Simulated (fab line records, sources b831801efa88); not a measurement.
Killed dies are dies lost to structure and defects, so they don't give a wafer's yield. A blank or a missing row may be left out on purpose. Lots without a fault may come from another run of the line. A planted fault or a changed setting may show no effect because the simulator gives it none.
Which tool did it? | flow sky130 | 12 lots, 36 wafers sampled, at 5 steps of a route of 708

WHAT THE GAUGES READ, wafer by wafer
The record holds no reading of a measuring or inspecting step that can be judged against a usual standard deviation.

WHICH TOOL RAN EACH LOT (tool, then ch and the chambers of the sampled wafers, then the start)
lot  | SKY_DNWELL_STRIP_08                 | SKY_VT_ADJUST_LVTN_COAT_02        | SKY_VT_ADJUST_LVTN_STRIP_09          | SKY_VIA1_SPUTTER_20          | SKY_VIA2_CMP_02
L940 | plasma_asher-03 ch 0,1, day 3 18:24 | litho_track-04 ch 0, day 7 07:07  | plasma_asher-03 ch 0, day 7 18:39    | pvd_sputter-04, day 35 06:35 | cmp-02 ch 0,3, day 36 10:56
L941 | plasma_asher-01 ch 0,1, day 3 19:43 | litho_track-03 ch 0, day 7 08:53  | plasma_asher-04 ch 0,1, day 7 19:36  | pvd_sputter-03, day 35 10:04 | cmp-01 ch 0,3, day 36 14:13
L942 | plasma_asher-01 ch 0,1, day 4 00:19 | litho_track-04 ch 0, day 7 15:34  | plasma_asher-03 ch 0,1, day 8 01:11  | pvd_sputter-03, day 35 19:51 | cmp-01 ch 2,3, day 36 23:56
L944 | plasma_asher-04 ch 0,1, day 4 14:29 | litho_track-04 ch 0, day 8 07:01  | plasma_asher-04 ch 0,1, day 8 18:13  | pvd_sputter-04, day 36 15:05 | cmp-01 ch 0,2,3, day 37 19:11
L947 | plasma_asher-04 ch 0,1, day 5 01:21 | litho_track-03 ch 0, day 8 19:02  | plasma_asher-01 ch 0,1, day 9 06:27  | pvd_sputter-03, day 37 05:43 | cmp-01 ch 0,2,3, day 38 09:53
L948 | plasma_asher-04 ch 1, day 5 05:54   | litho_track-03 ch 0, day 8 23:39  | plasma_asher-04 ch 1, day 9 12:14    | pvd_sputter-02, day 37 10:26 | cmp-02 ch 0,2, day 38 14:14
L952 | plasma_asher-01 ch 0,1, day 6 03:09 | litho_track-02 ch 0, day 10 02:18 | plasma_asher-04 ch 0, day 10 14:56   | pvd_sputter-04, day 39 05:08 | cmp-01 ch 1,2,3, day 40 08:23
L956 | plasma_asher-01 ch 0,1, day 7 06:19 | litho_track-04 ch 0, day 11 11:37 | plasma_asher-04 ch 0,1, day 12 00:05 | pvd_sputter-03, day 40 10:38 | cmp-02 ch 0,1,3, day 41 13:44
L957 | plasma_asher-03 ch 0,1, day 7 09:31 | litho_track-02 ch 0, day 11 14:48 | plasma_asher-01 ch 0,1, day 12 03:17 | pvd_sputter-02, day 41 04:23 | cmp-02 ch 1,2, day 42 06:11
L958 | plasma_asher-01 ch 0,1, day 7 14:41 | litho_track-04 ch 0, day 11 19:58 | plasma_asher-01 ch 0,1, day 12 09:11 | pvd_sputter-03, day 41 10:00 | cmp-01 ch 0,1,2, day 42 12:33
L959 | plasma_asher-03 ch 0, day 7 17:47   | litho_track-04 ch 0, day 12 00:53 | plasma_asher-04 ch 0,1, day 12 13:50 | pvd_sputter-03, day 41 08:38 | cmp-02 ch 2,3, day 42 11:38
L961 | plasma_asher-03 ch 0,1, day 8 12:13 | litho_track-03 ch 0, day 12 22:51 | plasma_asher-04 ch 0,1, day 13 12:10 | pvd_sputter-04, day 41 13:56 | cmp-01 ch 0,2,3, day 42 16:51
- SKY_DNWELL_STRIP_08: strips in O2/N2.
- SKY_VT_ADJUST_LVTN_COAT_02: resist thk 3000 nm.
- SKY_VT_ADJUST_LVTN_STRIP_09: strips in O2/N2.
- SKY_VIA1_SPUTTER_20: material TiN, target thk 20 nm, time 80 s.
- SKY_VIA2_CMP_02: polishes SiO2.

WHAT THE TOOLS THEMSELVES READ (means of the sampled wafers that have a number; where no wafer has one, the mark that the record gives instead)
SKY_DNWELL_STRIP_08. Usual: drypump_motor_current_A 6.0 A, standard deviation 0.48; oes_product_au 0.723 a.u., standard deviation 0.005; strip_time_to_endpoint_s 36.90 s, standard deviation 0.088.
lot  | tool            | drypump_motor_current_A (A) | oes_product_au (a.u.) | strip_time_to_endpoint_s (s) | flag
L940 | plasma_asher-03 | 6.0                         | 0.724                 | 36.96                        |
L941 | plasma_asher-01 | 6.4                         | 0.719                 | 36.85                        |
L942 | plasma_asher-01 | 6.5                         | 0.728                 | 36.90                        |
L944 | plasma_asher-04 | 5.6                         | 0.727                 | 36.88                        |
L947 | plasma_asher-04 | 5.6                         | 0.724                 | 36.74                        |
L948 | plasma_asher-04 | 5.6                         | 0.722                 | 36.79                        |
L952 | plasma_asher-01 | 6.4                         | 0.724                 | 36.94                        |
L956 | plasma_asher-01 | 6.4                         | 0.718                 | 37.00                        |
L957 | plasma_asher-03 | 6.1                         | 0.725                 | 36.97                        |
L958 | plasma_asher-01 | 6.5                         | 0.720                 | 36.99                        |
L959 | plasma_asher-03 | 5.3                         | 0.726                 | 36.93                        |
L961 | plasma_asher-03 | 6.0                         | 0.725                 | 36.90                        |

SKY_VT_ADJUST_LVTN_COAT_02. Usual: spin_speed_rpm 2000.3 rpm, standard deviation 1.1.
lot  | tool           | spin_speed_rpm (rpm) | flag
L940 | litho_track-04 | 2001.9               |
L941 | litho_track-03 | 2000.7               |
L942 | litho_track-04 | 1997.6               |
L944 | litho_track-04 | 2000.0               |
L947 | litho_track-03 | 2000.5               |
L948 | litho_track-03 | 2001.2               |
L952 | litho_track-02 | 2088.4               | OFF
L956 | litho_track-04 | 2001.3               |
L957 | litho_track-02 | 2088.4               | OFF
L958 | litho_track-04 | 2001.1               |
L959 | litho_track-04 | 2001.0               |
L961 | litho_track-03 | 1999.8               |

SKY_VT_ADJUST_LVTN_STRIP_09. Usual: drypump_motor_current_A 5.9 A, standard deviation 0.45; oes_product_au 0.722 a.u., standard deviation 0.0041; strip_time_to_endpoint_s 36.93 s, standard deviation 0.1.
lot  | tool            | drypump_motor_current_A (A) | oes_product_au (a.u.) | strip_time_to_endpoint_s (s) | flag
L940 | plasma_asher-03 | 5.3                         | 0.722                 | 36.93                        |
L941 | plasma_asher-04 | 5.5                         | 0.719                 | 36.91                        |
L942 | plasma_asher-03 | 5.7                         | 0.725                 | 36.89                        |
L944 | plasma_asher-04 | 5.5                         | 0.724                 | 37.08                        |
L947 | plasma_asher-01 | 6.4                         | 0.722                 | 36.88                        |
L948 | plasma_asher-04 | 5.6                         | 0.722                 | 37.04                        |
L952 | plasma_asher-04 | 5.6                         | 0.722                 | 36.33                        | OFF
L956 | plasma_asher-04 | 5.7                         | 0.722                 | 36.86                        |
L957 | plasma_asher-01 | 6.4                         | 0.721                 | 36.19                        | OFF
L958 | plasma_asher-01 | 6.4                         | 0.718                 | 36.94                        |
L959 | plasma_asher-04 | 5.6                         | 0.723                 | 36.79                        |
L961 | plasma_asher-04 | 5.5                         | 0.720                 | 36.93                        |

SKY_VIA1_SPUTTER_20. Usual: throttle_valve_pct 29.7 %, standard deviation 1.1.
lot  | tool           | throttle_valve_pct (%) | flag
L940 | pvd_sputter-04 | 29.6                   |
L941 | pvd_sputter-03 | 28.7                   |
L942 | pvd_sputter-03 | 29.0                   |
L944 | pvd_sputter-04 | 29.9                   |
L947 | pvd_sputter-03 | 28.6                   |
L948 | pvd_sputter-02 | 29.8                   |
L952 | pvd_sputter-04 | 29.7                   |
L956 | pvd_sputter-03 | 29.1                   |
L957 | pvd_sputter-02 | 30.0                   |
L958 | pvd_sputter-03 | 28.6                   |
L959 | pvd_sputter-03 | 29.3                   |
L961 | pvd_sputter-04 | 31.1                   |

SKY_VIA2_CMP_02. Usual: edge_zone_pressure_frac 0.999, standard deviation 0.0056; motor_current_A 13.1 A, standard deviation 1.5; slurry_filter_dp_kPa 13.53 kPa, standard deviation 0.15.
lot  | tool   | edge_zone_pressure_frac | motor_current_A (A) | slurry_filter_dp_kPa (kPa) | flag
L940 | cmp-02 | 1.003                   | 10.2                | 13.37                      |
L941 | cmp-01 | 1.006                   | 14.5                | 13.71                      |
L942 | cmp-01 | 0.997                   | 15.6                | 13.54                      |
L944 | cmp-01 | 0.999                   | 14.3                | 13.56                      |
L947 | cmp-01 | 0.999                   | 13.9                | 13.56                      |
L948 | cmp-02 | 1.004                   | 12.7                | 13.51                      |
L952 | cmp-01 | 0.997                   | 13.8                | 13.39                      |
L956 | cmp-02 | 0.999                   | 11.6                | 13.46                      |
L957 | cmp-02 | 1.004                   | 13.3                | 13.54                      |
L958 | cmp-01 | 1.000                   | 13.1                | 13.68                      |
L959 | cmp-02 | 1.000                   | 12.5                | 13.62                      |
L961 | cmp-01 | 1.001                   | 14.8                | 13.56                      |

THE ANSWER, worked out from the rows above alone
Rule: a lot is off if the mean of its wafers that have a number lies more than 3 standard deviations from the usual mean. A lot without any number at a reading at which 4 lots or more have one is off too. The other lots that the step has rows for count as sound. The gauges are gone through in route order, then the tools' own readings, and for those a lot's mean is taken as printed above. The first step at which some lot is off is used, and at that step the reading that is off furthest; a lot without a number counts as furthest.
Off: L952, L957, at SKY_VT_ADJUST_LVTN_COAT_02 (spin_speed_rpm).
A tool fits if, at that step or a process step before it, it ran every lot that is off, and no sound lot after the first of them. One fits: litho_track-02 at SKY_VT_ADJUST_LVTN_COAT_02. It ran no sound lot before its first lot that is off in this sample, so the start can't be narrowed down.
The tool's own readings at SKY_VT_ADJUST_LVTN_COAT_02 bear it out: on the lots that are off they differ by more than 5 times the standard deviation of the sound lots' means. spin_speed_rpm reads 2088.4 rpm there against 2000.5 rpm on the sound lots.

WHAT THE SIMULATOR HAD PUT IN
Process parameter drift: litho_track-02, from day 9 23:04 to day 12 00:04, at SKY_VT_ADJUST_LVTN_COAT_02. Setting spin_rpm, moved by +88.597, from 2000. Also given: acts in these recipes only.
Lots struck among those shown: L952, L957. The rule above found the same.
